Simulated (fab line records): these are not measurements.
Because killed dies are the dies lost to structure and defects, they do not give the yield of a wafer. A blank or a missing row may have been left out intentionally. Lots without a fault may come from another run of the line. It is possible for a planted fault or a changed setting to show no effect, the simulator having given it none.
Which tool did it? -- flow sky130 -- 36 wafers from 12 lots sampled at 5 of the route's 708 steps

## WHAT THE GAUGES READ, wafer by wafer
SKY_VIA1_BOW_MEAS_03. Usual: VIA1_BOW typically reads 78 um, with standard deviation 7.7.
lot,measured,on,VIA1_BOW (um),flag
L734,day 32 09:57,film_metro-04,83 78 75,
L735,day 33 04:08,film_metro-02,70 65 74,
L736,day 33 19:56,film_metro-01,69 77 70,
L739,day 34 12:32,film_metro-01,94 90 86,
L742,day 35 14:37,film_metro-02,94 76 76,
L743,day 35 17:04,film_metro-01,81 84 65,
L744,day 36 06:01,film_metro-02,76 75 81,
L747,day 37 02:29,film_metro-01,67 71 68,
L753,day 39 15:49,film_metro-01,71 79 58,
L754,day 39 16:56,film_metro-02,77 84 78,
L756,day 40 00:46,film_metro-02,75 73 83,
L757,day 40 06:36,film_metro-02,76 83 88,

## TOOL THAT RAN EACH LOT (tool first, then ch and the chambers of the sampled wafers, then the start)
lot,SKY_CONTACT_ETCH_17,SKY_METAL1_COAT_10,SKY_METAL1_STRIP_20,SKY_VIA1_CMP_02
L734,"rie_diel-03 ch 0,2, day 31 03:26","litho_track-03 ch 0, day 31 18:00","plasma_asher-01 ch 0,1, day 32 08:53","cmp-01 ch 0,3, day 32 09:39"
L735,"rie_diel-04 ch 0,1,2, day 31 21:58","litho_track-02 ch 0, day 32 13:00","plasma_asher-01 ch 0,1, day 33 03:01","cmp-01 ch 1,2,3, day 33 03:49"
L736,"rie_diel-04 ch 0,2,3, day 32 14:25","litho_track-04 ch 0, day 33 04:00","plasma_asher-01 ch 0,1, day 33 18:43","cmp-01 ch 0,2, day 33 19:41"
L739,"rie_diel-02 ch 0,3, day 33 07:28","litho_track-04 ch 0, day 33 22:00","plasma_asher-02 ch 0,1, day 34 11:24","cmp-02 ch 0,3, day 34 12:14"
L742,"rie_diel-02 ch 0,3, day 34 08:49","litho_track-03 ch 0, day 35 00:00","plasma_asher-01 ch 0,1, day 35 13:32","cmp-01 ch 2,3, day 35 14:19"
L743,"rie_diel-04 ch 0,1,3, day 34 11:14","litho_track-03 ch 0, day 35 02:00","plasma_asher-04 ch 0,1, day 35 15:58","cmp-02 ch 1,3, day 35 16:47"
L744,"rie_diel-02 ch 0,1,2, day 35 01:14","litho_track-04 ch 0, day 35 15:00","plasma_asher-04 ch 0, day 36 04:56","cmp-01 ch 0,1, day 36 05:42"
L747,"rie_diel-02 ch 0,2,3, day 35 21:58","litho_track-02 ch 0, day 36 12:00","plasma_asher-02 ch 0,1, day 37 01:13","cmp-01 ch 0,1,3, day 37 02:10"
L753,"rie_diel-04 ch 0,1, day 38 11:25","litho_track-04 ch 0, day 39 00:00","plasma_asher-04 ch 0,1, day 39 14:44","cmp-01 ch 0,3, day 39 15:34"
L754,"rie_diel-02 ch 0,3, day 38 12:14","litho_track-04 ch 0, day 39 02:00","plasma_asher-04 ch 0,1, day 39 15:51","cmp-01 ch 2,3, day 39 16:41"
L756,"rie_diel-02 ch 0,1,3, day 38 20:55","litho_track-03 ch 0, day 39 11:00","plasma_asher-04 ch 1, day 39 23:38","cmp-01 ch 0,1,2, day 40 00:26"
L757,"rie_diel-03 ch 1,2, day 39 03:22","litho_track-02 ch 0, day 39 17:00","plasma_asher-02 ch 0,1, day 40 05:31","cmp-01 ch 0,1,2, day 40 06:20"
- SKY_CONTACT_ETCH_17: etches SiO2 in C4F8/O2/Ar, stops on Si3N4, target depth 340 nm.
- SKY_METAL1_COAT_10: resist thk 450 nm.
- SKY_METAL1_STRIP_20: strips in O2/N2.
- SKY_VIA1_CMP_02: polishes SiO2.

## AS READ BY THE TOOLS THEMSELVES (means over the sampled wafers that have a number; for cases with no such wafer, the mark the record gives instead)
SKY_CONTACT_ETCH_17. Usual: oes_product_au 0.892 a.u., standard deviation 0.0054; rf_fwd_power_W 1486 W, standard deviation 5.8.
lot,tool,oes_product_au (a.u.),rf_fwd_power_W (W),flag
L734,rie_diel-03,0.891,1489,
L735,rie_diel-04,0.891,1486,
L736,rie_diel-04,0.893,1485,
L739,rie_diel-02,0.897,1489,
L742,rie_diel-02,0.894,1483,
L743,rie_diel-04,0.885,1481,
L744,rie_diel-02,0.896,1491,
L747,rie_diel-02,0.895,1483,
L753,rie_diel-04,0.891,1484,
L754,rie_diel-02,0.890,1486,
L756,rie_diel-02,0.889,1485,
L757,rie_diel-03,0.885,1490,

SKY_METAL1_STRIP_20. Usual: drypump_motor_current_A 5.8 A, standard deviation 0.54; oes_product_au 0.342 a.u., standard deviation 0.0049; strip_time_to_endpoint_s 2.69 s, standard deviation 0.041.
lot,tool,drypump_motor_current_A (A),oes_product_au (a.u.),strip_time_to_endpoint_s (s),flag
L734,plasma_asher-01,6.5,0.341,2.68,
L735,plasma_asher-01,6.5,0.343,2.75,
L736,plasma_asher-01,6.6,0.346,2.69,
L739,plasma_asher-02,5.5,0.336,2.63,
L742,plasma_asher-01,6.5,0.342,2.71,
L743,plasma_asher-04,5.3,0.344,2.70,
L744,plasma_asher-04,5.5,0.340,2.69,
L747,plasma_asher-02,5.6,0.337,2.68,
L753,plasma_asher-04,5.3,0.333,2.40,OFF
L754,plasma_asher-04,5.3,0.336,2.54,OFF
L756,plasma_asher-04,5.2,0.341,2.65,
L757,plasma_asher-02,5.4,0.344,2.67,

SKY_VIA1_CMP_02. Usual: motor_current_A 11.1 A, standard deviation 0.94.
lot,tool,motor_current_A (A),flag
L734,cmp-01,11.4,
L735,cmp-01,11.1,
L736,cmp-01,10.6,
L739,cmp-02,11.3,
L742,cmp-01,11.2,
L743,cmp-02,11.4,
L744,cmp-01,11.3,
L747,cmp-01,11.4,
L753,cmp-01,11.6,
L754,cmp-01,10.5,
L756,cmp-01,10.5,
L757,cmp-01,10.5,

## THE ANSWER, worked out from the rows above alone
Rule: a lot counts as off when the mean over its wafers that have a number is more than 3 standard deviations away from the usual mean. A lot without any number at a reading at which 4 lots or more have one is off too. All remaining lots with rows at the step are treated as sound. Order of review: gauges by route order, followed by the tools' own readings, for which a lot's mean as printed above is used. At the first step where some lot is off, the reading lying furthest off is the one used; lots without a number count as furthest.
Off: L753, L754 (SKY_METAL1_STRIP_20, strip_time_to_endpoint_s).
A tool fits if, at that step or a process step before it, it ran every lot that is off, and no sound lot after the first of them. One fits: SKY_METAL1_COAT_10 on litho_track-04. Its last sound lot is L744 (day 35 15:00), its first lot that is off L753 (day 39 00:00): a fault that began between those two fits.

## WHAT THE SIMULATOR PUT IN
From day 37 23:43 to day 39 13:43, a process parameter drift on litho_track-04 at SKY_METAL1_COAT_10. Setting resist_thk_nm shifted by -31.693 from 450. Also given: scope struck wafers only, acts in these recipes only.
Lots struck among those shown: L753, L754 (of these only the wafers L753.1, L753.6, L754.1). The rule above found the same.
